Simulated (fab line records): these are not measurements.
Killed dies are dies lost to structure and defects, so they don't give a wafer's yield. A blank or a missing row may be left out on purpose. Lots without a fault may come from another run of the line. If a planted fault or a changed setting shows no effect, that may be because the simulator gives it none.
fab line records | flow sfqLine
record: lots: 7 | wafers: 21 | lastDay: 95
route steps=325 shown R5@218 I5@228
lots that met no fault: from a run of the same line without faults
startH: start of the lot's first displayed wafer, in hours after the record's first day | waitH: hours elapsed since this lot's preceding step | " as in the row above | L1.1+2: a single row standing in for several wafers | - no value present, or no start provided | * or withheld: withheld | < > ~ a bound
route shown NAME@n: NAME is a module with steps in the file, n the number in the route of the first one | usual: mean/standard deviation taken from wafers without a fault | same: alike in all rows | chamber/n: place in a boat | sites: each site's reading | _std_site: how widely they spread, as a standard deviation | _edge_site: the outer-site mean with the inner-site mean subtracted | radiusMm: how far each site lies from the wafer's centre | mask NAME#n: copy n | behind: tool/chamber where the wafer was last shaped | hold: the reason the lot was held/the length of the hold in hours/how it ended | device: the n, p or np transistor that did not switch | end of line: at the end of the route, the tests of the same wafers | a step without rows: its recipe alone | killed: at the first sort, the dies lost to defects and structure; wafer yield is something else | map: shows each die of a wafer: x if killed, . if not, _ if none is there
set.NAME: the run value of the setting; set.NAME@STEP: its run value at that earlier step | model.NAME: the simulator's own value behind a step, which no gauge read
certain route steps with their lots: each step a table, each wafer a row
services: a tool's chamber out of use, with start hour (startH, from the record's first day; less than 0 if before it), hours out, and reason
== steps ==
step: SFQ_TRILAYER_R5_LITHO_COAT_136
recipe: resist: KrF | spinRpm: 3000 | resistThkNm: 600
step: SFQ_TRILAYER_R5_LITHO_SOFTBAKE_140
recipe: tempC: withheld | timeS: withheld | resist: KrF
step: SFQ_TRILAYER_R5_LITHO_EXPOSE_137
recipe: maskId: R5 | na: 0.6 | sourceShape: conventional | sigmaOuter: 0.65 | targetCdNm: 500 | doseMj: 14.4
step: SFQ_TRILAYER_R5_LITHO_PEB_139
recipe: pebTempC: 115 | pebTimeS: 60 | resist: KrF
step: SFQ_TRILAYER_R5_LITHO_DEVELOP_138
recipe: timeS: 60 | resist: KrF
step: SFQ_R5_OVL_MEAS_935
usual: R5_OVL: 0/5.5
lot.wafer | tool       | chamber | startH  | waitH | R5_OVL[nm]
L725.2    | overlay-02 | -       | 1668.43 | 0.1   | 3
L725.4    | "          | -       | "       | "     | 7
L725.5    | "          | -       | "       | "     | 0
L730.1    | overlay-01 | -       | 1743.98 | 0.1   | -2
L730.4    | "          | -       | "       | "     | 5
L730.5    | "          | -       | "       | "     | -5
L737.3    | overlay-02 | -       | 1792.01 | 0.1   | -5
L737.4    | "          | -       | "       | "     | 1
L737.5    | "          | -       | "       | "     | -1
L738.2    | overlay-02 | -       | 1797.74 | 0.1   | 12
L738.3    | "          | -       | "       | "     | 0
L738.6    | "          | -       | "       | "     | 9
L739.1    | overlay-02 | -       | 1800.73 | 0.1   | 5
L739.3    | "          | -       | "       | "     | 4
L739.5    | "          | -       | "       | "     | 7
L743.4    | overlay-02 | -       | 1813.36 | 0.1   | 0
L743.5    | "          | -       | "       | "     | -1
L743.6    | "          | -       | "       | "     | 5
L744.1    | overlay-02 | -       | 1816.95 | 0.1   | -6
L744.3    | "          | -       | "       | "     | -3
L744.6    | "          | -       | "       | "     | -7
step: SFQ_TRILAYER_R5_BARC_OPEN_METAL_ETCH_177
recipe: maskMaterial: PR | chemistry: O2 | targetDepthNm: 125 | target: BARC | icpW: 600 | biasW: 80 | pressureMtorr: 10 | timeS: 41.7
usual: drypumpMotorCurrentA: 5.6/0.47 | oesProductAu: 0.686/0.0049
lot.wafer | tool        | chamber | startH  | waitH | drypumpMotorCurrentA | oesProductAu | rfHoursCounterH
L725.2    | rieMetal-03 | 0       | 1668.46 | 0.0   | 5.5                  | 0.685        | 70
L725.4    | "           | 1       | "       | "     | 5.8                  | 0.689        | -
L725.5    | "           | 0       | "       | "     | 5.5                  | 0.687        | -
L730.1    | rieMetal-02 | 1       | 1744.02 | 0.0   | 6.4                  | 0.695        | 48
L730.4    | "           | 0       | "       | "     | 5.3                  | 0.693        | -
L730.5    | "           | 1       | "       | "     | 6.4                  | 0.695        | -
L737.3    | rieMetal-02 | 1       | 1792.06 | 0.0   | 6.4                  | 0.686        | -
L737.4    | "           | 0       | "       | "     | 5.3                  | 0.690        | -
L737.5    | "           | 0       | "       | "     | 5.3                  | 0.693        | -
L738.2    | rieMetal-04 | 0       | 1797.77 | 0.0   | 5.3                  | 0.680        | 56
L738.3    | "           | 1       | "       | "     | 5.1                  | 0.692        | -
L738.6    | "           | 1       | "       | "     | 5.2                  | 0.684        | -
L739.1    | rieMetal-04 | 0       | 1800.77 | 0.0   | 5.2                  | 0.675        | 57
L739.3    | "           | 1       | "       | "     | 5.2                  | 0.686        | -
L739.5    | "           | 1       | "       | "     | 5.2                  | 0.687        | -
L743.4    | rieMetal-02 | 0       | 1813.40 | 0.0   | 5.3                  | 0.693        | -
L743.5    | "           | 0       | "       | "     | 5.3                  | 0.691        | -
L743.6    | "           | 1       | "       | "     | 6.4                  | 0.691        | -
L744.1    | rieMetal-04 | 1       | 1816.98 | 0.0   | 5.2                  | 0.679        | 67
L744.3    | "           | 0       | "       | "     | 5.3                  | 0.689        | -
L744.6    | "           | 0       | "       | "     | 5.3                  | 0.692        | -
step: SFQ_TRILAYER_R5_ETCH_METAL_ETCH_139
recipe: stopOn: SiO2 | maskMaterial: PR | chemistry: Cl2 | targetDepthNm: 60 | icpW: 600 | biasW: 80 | pressureMtorr: 10 | timeS: 40
usual: drypumpMotorCurrentA: 5.6/0.47 | oesProductAu: 0.992/0.0048
lot.wafer | tool        | chamber | startH  | waitH | drypumpMotorCurrentA | oesProductAu | rfHoursCounterH
L725.2    | rieMetal-03 | 0       | 1668.52 | 0.0   | 5.5                  | 0.992        | 70
L725.4    | "           | 1       | "       | "     | 5.8                  | 0.988        | -
L725.5    | "           | 0       | "       | "     | 5.5                  | 1.002        | -
L730.1    | rieMetal-02 | 1       | 1744.08 | 0.0   | 6.5                  | 0.999        | 48
L730.4    | "           | 0       | "       | "     | 5.3                  | 0.992        | -
L730.5    | "           | 1       | "       | "     | 6.4                  | 0.992        | -
L737.3    | rieMetal-02 | 1       | 1792.12 | 0.0   | 6.4                  | 0.992        | -
L737.4    | "           | 0       | "       | "     | 5.3                  | 0.991        | -
L737.5    | "           | 0       | "       | "     | 5.3                  | 0.997        | -
L738.2    | rieMetal-04 | 0       | 1797.83 | 0.0   | 5.3                  | 0.990        | 56
L738.3    | "           | 1       | "       | "     | 5.2                  | 0.995        | -
L738.6    | "           | 1       | "       | "     | 5.2                  | 0.983        | -
L739.1    | rieMetal-04 | 0       | 1800.83 | 0.0   | 5.2                  | 0.991        | 57
L739.3    | "           | 1       | "       | "     | 5.1                  | 0.993        | -
L739.5    | "           | 1       | "       | "     | 5.2                  | 0.992        | -
L743.4    | rieMetal-02 | 0       | 1813.46 | 0.0   | 5.3                  | 0.987        | -
L743.5    | "           | 0       | "       | "     | 5.3                  | 0.995        | -
L743.6    | "           | 1       | "       | "     | 6.5                  | 0.987        | -
L744.1    | rieMetal-04 | 1       | 1817.04 | 0.0   | 5.2                  | 0.984        | 67
L744.3    | "           | 0       | "       | "     | 5.3                  | 0.993        | -
L744.6    | "           | 0       | "       | "     | 5.3                  | 0.988        | -
step: SFQ_TRILAYER_R5_STRIP_STRIP_140
recipe: gas: O2 | powerW: 200 | platenTempC: 40 | overashFraction: 0.65 | chemistry: O2 | pressureMtorr: 50
usual: drypumpMotorCurrentA: 5.6/0.47 | oesProductAu: 1.003/0.0067 | platenTempC: 39.99/0.099
lot.wafer | tool        | chamber | startH  | waitH | drypumpMotorCurrentA | oesProductAu | platenTempC | rfHoursCounterH
L725.2    | rieMetal-03 | 0       | 1668.58 | 0.0   | 5.5                  | 1.008        | 40.13       | 70
L725.4    | "           | 1       | "       | "     | 5.8                  | 1.004        | 40.20       | -
L725.5    | "           | 0       | "       | "     | 5.5                  | 1.010        | 40.09       | -
L730.1    | rieMetal-02 | 1       | 1744.14 | 0.0   | 6.4                  | 0.996        | 40.00       | 48
L730.4    | "           | 0       | "       | "     | 5.3                  | 1.007        | 39.98       | -
L730.5    | "           | 1       | "       | "     | 6.4                  | 1.000        | 39.97       | -
L737.3    | rieMetal-02 | 1       | 1792.36 | 0.2   | 6.4                  | 1.005        | 40.03       | -
L737.4    | "           | 0       | "       | "     | 5.3                  | 1.016        | 39.87       | -
L737.5    | "           | 0       | "       | "     | 5.3                  | 1.002        | 39.96       | -
L738.2    | rieMetal-04 | 0       | 1797.89 | 0.0   | 5.2                  | 0.996        | 40.15       | 56
L738.3    | "           | 1       | "       | "     | 5.2                  | 1.005        | 39.97       | -
L738.6    | "           | 1       | "       | "     | 5.2                  | 1.014        | 40.12       | -
L739.1    | rieMetal-04 | 0       | 1800.89 | 0.0   | 5.2                  | 0.998        | 39.90       | 57
L739.3    | "           | 1       | "       | "     | 5.2                  | 1.004        | 40.04       | -
L739.5    | "           | 1       | "       | "     | 5.1                  | 1.004        | 40.20       | -
L743.4    | rieMetal-02 | 0       | 1813.70 | 0.2   | 5.3                  | 1.003        | 39.83       | -
L743.5    | "           | 0       | "       | "     | 5.3                  | 1.004        | 39.90       | -
L743.6    | "           | 1       | "       | "     | 6.5                  | 0.999        | 39.96       | -
L744.1    | rieMetal-04 | 1       | 1817.10 | 0.0   | 5.1                  | 0.999        | 40.07       | 67
L744.3    | "           | 0       | "       | "     | 5.3                  | 0.990        | 40.00       | -
L744.6    | "           | 0       | "       | "     | 5.2                  | 0.997        | 39.88       | -
step: SFQ_TRILAYER_R5_STRIP_SOLV_CLEAN_141
recipe: chemistry: NMP | tempC: 70 | timeS: 600
step: SFQ_TRILAYER_A5C_DEP_PECVD_142
recipe: material: SiO2 | tempC: 150 | timeS: 15.556 | pressureTorr: 2.4 | rfW: 183.3 | precursor: SiH4/N2O | targetThkNm: 70
usual: heaterPowerW: 90/14 | throttleValvePct: 25.1/2
lot.wafer | tool     | chamber | startH  | waitH | heaterPowerW | throttleValvePct
L725.2    | pecvd-03 | 1       | 1669.36 | 0.0   | 92           | 23.6
L725.4    | "        | 2       | "       | "     | 65           | 22.9
L725.5    | "        | 1       | "       | "     | 89           | 23.7
L730.1    | pecvd-02 | 2       | 1744.91 | 0.0   | 112          | 29.6
L730.4    | "        | 2       | "       | "     | 112          | 29.8
L730.5    | "        | 1       | "       | "     | 91           | 25.7
L737.3    | pecvd-01 | 2       | 1792.93 | 0.0   | 102          | 22.9
L737.4    | "        | 2       | "       | "     | 102          | 23.0
L737.5    | "        | 1       | "       | "     | 107          | 23.6
L738.2    | pecvd-03 | 0       | 1798.66 | 0.0   | 106          | 26.7
L738.3    | "        | 2       | "       | "     | 71           | 23.3
L738.6    | "        | 1       | "       | "     | 84           | 24.0
L739.1    | pecvd-02 | 0       | 1801.66 | 0.0   | 77           | 25.2
L739.3    | "        | 1       | "       | "     | 92           | 25.9
L739.5    | "        | 2       | "       | "     | 108          | 29.8
L743.4    | pecvd-01 | 0       | 1814.30 | 0.0   | 77           | 24.0
L743.5    | "        | 1       | "       | "     | 93           | 23.2
L743.6    | "        | 2       | "       | "     | 93           | 23.5
L744.1    | pecvd-03 | 1       | 1817.89 | 0.0   | 81           | 24.6
L744.3    | "        | 2       | "       | "     | 72           | 23.2
L744.6    | "        | 2       | "       | "     | 73           | 23.5
step: SFQ_TRILAYER_I5_LITHO_COAT_149
recipe: resist: BARC | spinRpm: 3000 | resistThkNm: 62
step: SFQ_TRILAYER_I5_LITHO_COAT_144
recipe: resist: KrF | spinRpm: 3000 | resistThkNm: 650
usual: spinSpeedRpm: 2999.9/2.1
lot.wafer | tool          | chamber | startH  | waitH | spinSpeedRpm | model.KrF_of_TRILAYER_I5_LITHO_COAT_144.thkNm
L725.2    | lithoTrack-04 | 0       | 1669.73 | 0.2   | 3001.6       | 650.6
L725.4    | "             | 0       | "       | "     | 3004.7       | 651
L725.5    | "             | 0       | "       | "     | 3000.4       | 649.5
L730.1    | lithoTrack-02 | 0       | 1745.24 | 0.2   | 3002.2       | 648.2
L730.4    | "             | 0       | "       | "     | 3003.4       | 650.8
L730.5    | "             | 0       | "       | "     | 3001.7       | 648.6
L737.3    | lithoTrack-04 | 0       | 1793.36 | 0.2   | 2793.3       | 673.9
L737.4    | "             | 0       | "       | "     | 2798.6       | 673.9
L737.5    | "             | 0       | "       | "     | 2793.1       | 675.2
L738.2    | lithoTrack-02 | 0       | 1799.04 | 0.2   | 3000.4       | 650.9
L738.3    | "             | 0       | "       | "     | 2997.1       | 651.9
L738.6    | "             | 0       | "       | "     | 2998.2       | 648.5
L739.1    | lithoTrack-04 | 0       | 1802.15 | 0.2   | 2791.8       | 674.8
L739.3    | "             | 0       | "       | "     | 2793.1       | 674.7
L739.5    | "             | 0       | "       | "     | 2792.8       | 676.5
L743.4    | lithoTrack-03 | 0       | 1814.77 | 0.2   | 3004.1       | 651.9
L743.5    | "             | 0       | "       | "     | 3003.7       | 652.8
L743.6    | "             | 0       | "       | "     | 3004.1       | 652.5
L744.1    | lithoTrack-04 | 0       | 1818.22 | 0.2   | 2793.8       | 672.9
L744.3    | "             | 0       | "       | "     | 2792.2       | 673.7
L744.6    | "             | 0       | "       | "     | 2787.9       | 674.1
step: SFQ_TRILAYER_I5_LITHO_SOFTBAKE_148
recipe: tempC: withheld | timeS: withheld | resist: KrF
step: SFQ_TRILAYER_I5_LITHO_EXPOSE_145
recipe: maskId: I5 | na: 0.6 | sourceShape: conventional | sigmaOuter: 0.65 | targetCdNm: 700 | doseMj: 21.3
step: SFQ_TRILAYER_I5_LITHO_PEB_147
recipe: pebTempC: 115 | pebTimeS: 60 | resist: KrF
step: SFQ_TRILAYER_I5_LITHO_DEVELOP_146
recipe: timeS: 60 | resist: KrF
step: SFQ_I5_OVL_MEAS_936
usual: I5_OVL: 2/5.9
lot.wafer | tool       | chamber | startH  | waitH | I5_OVL[nm]
L725.2    | overlay-01 | -       | 1671.81 | 0.1   | 7
L725.4    | "          | -       | "       | "     | 1
L725.5    | "          | -       | "       | "     | -1
L730.1    | overlay-02 | -       | 1751.18 | 0.1   | -7
L730.4    | "          | -       | "       | "     | -3
L730.5    | "          | -       | "       | "     | -4
L737.3    | overlay-02 | -       | 1889.08 | 0.1   | 8
L737.4    | "          | -       | "       | "     | -2
L737.5    | "          | -       | "       | "     | 8
L738.2    | overlay-02 | -       | 1895.07 | 0.1   | 0
L738.3    | "          | -       | "       | "     | 5
L738.6    | "          | -       | "       | "     | 0
L739.1    | overlay-01 | -       | 1898.67 | 0.1   | 2
L739.3    | "          | -       | "       | "     | 8
L739.5    | "          | -       | "       | "     | 2
L743.4    | overlay-02 | -       | 1911.88 | 0.1   | 9
L743.5    | "          | -       | "       | "     | 7
L743.6    | "          | -       | "       | "     | 6
L744.1    | overlay-01 | -       | 1915.47 | 0.1   | 6
L744.3    | "          | -       | "       | "     | -2
L744.6    | "          | -       | "       | "     | 9
step: SFQ_TRILAYER_I5_BARC_OPEN_VIA_ETCH_200
recipe: maskMaterial: PR | chemistry: O2 | targetDepthNm: 125 | target: BARC | sourceW: 500 | biasW: 80 | pressureMtorr: 30 | timeS: 41.7
usual: drypumpMotorCurrentA: 5.3/0.35 | oesProductAu: 0.685/0.0045
lot.wafer | tool       | chamber | startH  | waitH | drypumpMotorCurrentA | oesProductAu | rfHoursCounterH | model.KrF_of_TRILAYER_I5_LITHO_COAT_144.thkNm
L725.2    | rieDiel-04 | 3       | 1671.84 | 0.0   | 5.5                  | 0.678        | 11              | 573.7
L725.4    | "          | 2       | "       | "     | 4.9                  | 0.681        | 4               | 574.2
L725.5    | "          | 2       | "       | "     | 4.9                  | 0.689        | -               | 572.6
L730.1    | rieDiel-02 | 2       | 1751.22 | 0.0   | 5.0                  | 0.685        | 18              | 571.5
L730.4    | "          | 0       | "       | "     | 5.6                  | 0.685        | -               | 574.2
L730.5    | "          | 3       | "       | "     | 4.9                  | 0.686        | -               | 572
L737.3    | rieDiel-04 | 2       | 1889.10 | 0.0   | 4.9                  | 0.689        | 8               | 596.1
L737.4    | "          | 2       | "       | "     | 4.9                  | 0.693        | -               | 596.2
L737.5    | "          | 0       | "       | "     | 5.0                  | 0.685        | -               | 598.8
L738.2    | rieDiel-04 | 2       | 1895.10 | 0.0   | 4.9                  | 0.683        | 8               | 573.2
L738.3    | "          | 3       | "       | "     | 5.4                  | 0.684        | 14              | 575.1
L738.6    | "          | 1       | "       | "     | 5.9                  | 0.685        | -               | 570.8
L739.1    | rieDiel-02 | 0       | 1898.70 | 0.0   | 5.6                  | 0.685        | 0               | 599.2
L739.3    | "          | 1       | "       | "     | 4.9                  | 0.685        | 3               | 597.2
L739.5    | "          | 1       | "       | "     | 4.9                  | 0.690        | -               | 599
L743.4    | rieDiel-04 | 0       | 1911.90 | 0.0   | 5.0                  | 0.685        | 17              | 575.7
L743.5    | "          | 2       | "       | "     | 4.9                  | 0.681        | -               | 575.3
L743.6    | "          | 1       | "       | "     | 5.9                  | 0.684        | -               | 575
L744.1    | rieDiel-03 | 2       | 1915.50 | 0.0   | 5.7                  | 0.689        | 19              | 595.6
L744.3    | "          | 3       | "       | "     | 5.2                  | 0.685        | 1               | 597.2
L744.6    | "          | 1       | "       | "     | 5.6                  | 0.687        | -               | 596.1
step: SFQ_TRILAYER_I5_ETCH_VIA_ETCH_147
recipe: stopOn: Nb | maskMaterial: PR | chemistry: CHF3 | targetDepthNm: 360 | sourceW: 500 | biasW: 80 | pressureMtorr: 30 | timeS: withheld
usual: drypumpMotorCurrentA: 5.3/0.36 | oesProductAu: 0.989/0.0069
lot.wafer | tool       | chamber | startH  | waitH | drypumpMotorCurrentA | oesProductAu
L725.2    | rieDiel-04 | 3       | 1671.88 | 0.0   | 5.5                  | 0.984
L725.4    | "          | 2       | "       | "     | 4.9                  | 0.997
L725.5    | "          | 2       | "       | "     | 4.9                  | 0.980
L730.1    | rieDiel-02 | 2       | 1751.26 | 0.0   | 5.0                  | 0.986
L730.4    | "          | 0       | "       | "     | 5.6                  | 0.991
L730.5    | "          | 3       | "       | "     | 4.9                  | 0.994
L737.3    | rieDiel-04 | 2       | 1889.14 | 0.0   | 5.0                  | 0.987
L737.4    | "          | 2       | "       | "     | 4.9                  | 0.996
L737.5    | "          | 0       | "       | "     | 5.0                  | 0.988
L738.2    | rieDiel-04 | 2       | 1895.14 | 0.0   | 4.9                  | 0.995
L738.3    | "          | 3       | "       | "     | 5.4                  | 0.985
L738.6    | "          | 1       | "       | "     | 5.9                  | 1.000
L739.1    | rieDiel-02 | 0       | 1898.74 | 0.0   | 5.6                  | 0.974
L739.3    | "          | 1       | "       | "     | 4.9                  | 0.995
L739.5    | "          | 1       | "       | "     | 4.9                  | 0.990
L743.4    | rieDiel-04 | 0       | 1911.94 | 0.0   | 5.0                  | 0.988
L743.5    | "          | 2       | "       | "     | 4.9                  | 0.991
L743.6    | "          | 1       | "       | "     | 5.9                  | 0.997
L744.1    | rieDiel-03 | 2       | 1915.54 | 0.0   | 5.7                  | 1.000
L744.3    | "          | 3       | "       | "     | 5.2                  | 0.986
L744.6    | "          | 1       | "       | "     | 5.6                  | 0.997
== services ==
tool        | chamber | startH  | hours | kind
rieMetal-04 | 0       | 1668.23 | 7.6   | repair
pecvd-02    | -       | 1670.62 | 1.0   | repair
pecvd-02    | -       | 1677.13 | 14.6  | pm
rieDiel-04  | 3       | 1677.75 | 22.3  | repair
pecvd-03    | 1       | 1681.15 | 3.4   | repair
rieDiel-04  | 0       | 1684.81 | 13.6  | repair
pecvd-01    | -       | 1686.25 | 14.0  | pm
rieDiel-02  | 1       | 1746.07 | 10.6  | repair
rieMetal-03 | -       | 1758.16 | 2.8   | pm
rieDiel-02  | -       | 1765.66 | 0.4   | repair
rieDiel-04  | -       | 1782.91 | 1.2   | repair
rieMetal-04 | 1       | 1809.49 | 3.3   | repair
rieDiel-02  | 3       | 1821.16 | 8.9   | repair
pecvd-03    | -       | 1824.00 | 1.2   | repair
rieMetal-04 | -       | 1824.92 | 0.4   | repair
rieMetal-02 | -       | 1829.42 | 0.1   | repair
rieDiel-02  | 1       | 1829.93 | 1.8   | repair
rieDiel-02  | 2       | 1835.37 | 2.3   | repair
rieMetal-02 | -       | 1860.86 | 0.8   | repair
rieDiel-04  | 0       | 1864.98 | 4.3   | repair
pecvd-03    | 2       | 1876.25 | 4.2   | repair
rieDiel-02  | 0       | 1877.48 | 3.1   | repair
rieDiel-04  | 1       | 1882.40 | 9.9   | repair
rieDiel-04  | -       | 1883.20 | 0.1   | repair
== key ==
firstSign: step: SFQ_TRILAYER_I5_LITHO_COAT_144 | reading: spinSpeedRpm | direction: down | sigmas: 99 | usual: 2999.9 | struck: 2793.0
effect none on later readings
modelEffect: step: SFQ_TRILAYER_I5_LITHO_COAT_144 | value: KrF_of_TRILAYER_I5_LITHO_COAT_144.thkNm | without: 650.6 | struck: 674.4
modelEffect: step: SFQ_TRILAYER_I5_BARC_OPEN_VIA_ETCH_200 | value: KrF_of_TRILAYER_I5_LITHO_COAT_144.thkNm | without: 573.5 | struck: 597.3
metAt SFQ_TRILAYER_I5_LITHO_COAT_144
struckWafers L737.3,L737.4,L737.5,L739.1,L739.3,L739.5,L744.1,L744.3,L744.6
onsetBetween 1669.73 1793.36
fault: kind: processParameterDrift | tool: lithoTrack-04 | chamber: - | onsetH: 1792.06 | steps: SFQ_TRILAYER_I5_LITHO_COAT_144 | channel: spinRpm | offset: -207.86 | shape: step | endH: 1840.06 | actsIn: theseRecipesOnly | stated: 3000
